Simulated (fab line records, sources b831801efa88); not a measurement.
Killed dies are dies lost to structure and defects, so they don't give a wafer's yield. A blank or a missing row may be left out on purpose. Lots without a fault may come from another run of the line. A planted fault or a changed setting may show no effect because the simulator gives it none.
Which tool did it? | flow sfq_line | 7 lots, 21 wafers sampled, at 2 steps of a route of 325

WHAT THE GAUGES READ, wafer by wafer
SFQ_M0_RS_MEAS_904: measures by four-point-probe.
lot  | measured     | on            | M0_NB_RS (ohm/sq)
L581 | day 6 23:17  | film_metro-03 | 0.888 0.877 0.879
L587 | day 7 14:15  | film_metro-04 | 0.871 0.878 0.878
L589 | day 7 17:17  | film_metro-03 | 0.889 0.881 0.875
L591 | day 7 22:39  | film_metro-02 | 0.913 0.908 0.909
L595 | day 8 18:00  | film_metro-02 | 0.946 0.918 0.913
L600 | day 15 07:36 | film_metro-04 | 0.887 0.905 0.890
L602 | day 15 22:45 | film_metro-03 | 0.880 0.884 0.880

WHICH TOOL RAN EACH LOT (tool, then ch and the chambers of the sampled wafers, then the start)
lot  | SFQ_TRILAYER_M0_DEP_SPUTTER_019
L581 | pvd_sputter-03, day 6 23:12
L587 | pvd_sputter-06, day 7 14:10
L589 | pvd_sputter-04, day 7 17:10
L591 | pvd_sputter-04, day 7 22:34
L595 | pvd_sputter-04, day 8 17:55
L600 | pvd_sputter-04, day 15 07:29
L602 | pvd_sputter-04, day 15 22:40
- SFQ_TRILAYER_M0_DEP_SPUTTER_019: material Nb, target thk 200 nm, time 133.3 s.

THE ANSWER, worked out from the rows above alone
Rule: what is usual is taken from the lots themselves. Put in order of their means at a reading, lots are off if they are a third of the lots or fewer, leave a main group of 4 or more, and stand apart from it by a gap of 3 or more times the standard deviation of the main group's means; of several such gaps the widest counts. A main group whose means are all the same, to the digits that the tables above print for the reading, isn't used. A lot without any number at a reading at which 4 lots or more have one is off too. The other lots that the step has rows for count as sound.
No lot is off at any reading shown: from this, nothing can be told.

WHAT THE SIMULATOR HAD PUT IN
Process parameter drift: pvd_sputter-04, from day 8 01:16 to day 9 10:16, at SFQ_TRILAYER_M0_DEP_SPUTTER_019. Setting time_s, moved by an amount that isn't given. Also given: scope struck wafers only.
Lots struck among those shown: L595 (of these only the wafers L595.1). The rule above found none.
